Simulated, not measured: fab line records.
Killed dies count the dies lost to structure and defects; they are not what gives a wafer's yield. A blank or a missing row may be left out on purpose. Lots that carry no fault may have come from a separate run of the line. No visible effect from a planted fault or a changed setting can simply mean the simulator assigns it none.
8D (eight disciplines) problem report, filled in by code / flow gf180mcu / the parts of the form that need people (team, actions taken, sign-off) are left out

== 1. PROBLEM STATEMENT ==
LVPWELL_RS at GF_VT_IMPLANT_RS_MEAS_48 reads a mean of 1287 ohm/sq on 6 wafers of 2 lots; wafers without a fault read 1197 ohm/sq with a standard deviation of 3. That puts it +30 standard deviations away from the usual mean.
The step: measures by four-point-probe.
Seen first at day 9 23:30 on film metro-03, wafer L553.4. The record holds 42 wafers of 14 lots with a number at this step. By rule, "out" or "out of limits" means more than 4 standard deviations away from the usual mean. All remaining wafers that have a number are taken as sound.

== 2. WHAT THIS IS AND IS NOT ==
question=which readings at this step | is=LVPWELL_RS | is not=-
question=which lots | is=L553, L554 | is not=L544, L545, L546, L547, L548, L560, L561, L563, L564, L565, L566, L567
question=which wafers of those lots | is=all that have a number | is not=-
question=read on which gauges | is=film metro-03 | is not=film metro-02, film metro-04
question=when | is=from day 9 23:30 | is not=up to then (15 sound wafers); but 21 sound wafers of L560, L561, L563, L564, L565, L566, L567 came after

== 3. THE SUSPECTS, EACH WITH WHAT RULES IT OUT ==
Counting: a tool at any process step up to the reading remains a suspect when it ran all the lots that are out and ran no sound lot after the first of those.
- the gauge at GF_VT_IMPLANT_RS_MEAS_48 has been ruled out. All the wafers that are out were read on film metro-03, but those of them that GF_LVPWELL_IMPLANT_09 has rows for are out there too, on other tools.
- implanter-02 at GF_LVPWELL_IMPLANT_09: ruled out as a lasting fault. The sound lots L566, L567 went through it after L553, its earliest lot that is out (day 6 00:01).
Left after counting: nothing in the record.

== 4. THE CAUSE (what the simulator had put in) ==
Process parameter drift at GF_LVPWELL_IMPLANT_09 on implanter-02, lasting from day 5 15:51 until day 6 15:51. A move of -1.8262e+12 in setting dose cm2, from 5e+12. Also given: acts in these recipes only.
The count ruled it out by mistake, since the rule takes a fault to strike every lot its tool runs from the start of the fault on, and this one did not do so.

== 5. SEQUENCE OF EFFECTS, ordered by route ==
Rows list readings where the struck wafers' mean (over those with a number) sits beyond 3 standard deviations from the usual. Scope: only readings with a usual standard deviation given in the record; hours: median across lots of the time from each lot's start at the first step in this table that gives one to its start at this step; sigmas: change in usual standard deviations.
hours=0; step=GF_LVPWELL_IMPLANT_09; reading=dose ions cm2; usual=4.999e+12; on struck wafers=3.175e+12; change=-1.824e+12; sigmas=-99 or more
hours=0; step=GF_LVPWELL_IMPLANT_09; reading=faraday current uA; usual=28.2; on struck wafers=17.9; change=-10.3; sigmas=-19
hours=96; step=GF_VT_IMPLANT_RS_MEAS_48; reading=LVPWELL_RS; usual=1197 ohm/sq; on struck wafers=1287; change=+90; sigmas=+30
Here are the process steps it includes:
- GF_LVPWELL_IMPLANT_09
Later measuring or inspecting steps at which every struck wafer that the step has a row for has a number for every such reading, and none has moved that far: GF_DUAL_GATE_THK_MEAS_03, GF_V1_CD_MEAS_14, GF_V2_THK_MEAS_01.

== 6. HOW IT WOULD HAVE BEEN CAUGHT EARLIER ==
In this record the first reading out of limits at a measuring or inspecting step was taken at day 9 23:30, 104 hours after the fault began at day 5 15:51.
The tool's own readings at GF_LVPWELL_IMPLANT_09 were out on every struck wafer that the step has a row for (dose ions cm2, faraday current uA): an alarm limit on them would have fired on the first of those.
